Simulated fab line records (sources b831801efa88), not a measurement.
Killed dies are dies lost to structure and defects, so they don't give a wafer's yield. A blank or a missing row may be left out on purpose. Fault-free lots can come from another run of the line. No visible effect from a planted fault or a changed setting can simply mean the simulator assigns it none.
Matching of chambers ; flow sky130 ; 4 sister chambers for SKY_VIA3_ETCH_15 on rie-diel-03
The step etches SiO2 in C4F8/O2/Ar, stops on TiN, target depth 507 nm, time 78 s. 4 wafers are shown with their chamber, then 8 later ones without.

== WAFERS PAIRED WITH THEIR CHAMBERS ==
wafer;chamber;oes-product-au (a.u.)
L089.6;1;0.946
L090.3;0;0.935
L090.4;3;0.934
L093.3;2;0.944

== WAFERS MISSING THEIR CHAMBER ==
wafer;oes-product-au (a.u.)
L093.5;0.942
L093.6;0.932
L094.3;0.947
L094.4;0.943
L094.6;0.941
L096.1;0.938
L096.4;0.947
L096.6;0.938

== CHAMBER TAKEN BY EACH ==
wafer;from the rows above;in truth
L093.5;can't be placed: 2 or 1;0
L093.6;can't be placed: 3 or 0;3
L094.3;can't be placed: 1 or 2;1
L094.4;can't be placed: 2 or 1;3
L094.6;can't be placed: 2 or 1 or 0 or 3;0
L096.1;can't be placed: 0 or 3 or 2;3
L096.4;can't be placed: 1 or 2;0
L096.6;can't be placed: 0 or 3 or 2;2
Placed correctly: 0 of 8. From these rows, 8 cannot be placed; in 5 the true chamber is one of the candidates. 0 placed wrongly.
How it was worked out, from the rows above alone: a wafer's distance from a chamber is the root of the sum, over the readings, of the square of ((its reading less the chamber's mean) divided by the reading's scatter). The wafer belongs to the nearest chamber; if the next one is less than 2 further off, it can't be placed. Each chamber's mean is taken over the wafers shown for it. The scatter (one wafer shown for each chamber): square how far every hidden wafer sits from the nearest shown wafer, average those squares and take the square root.
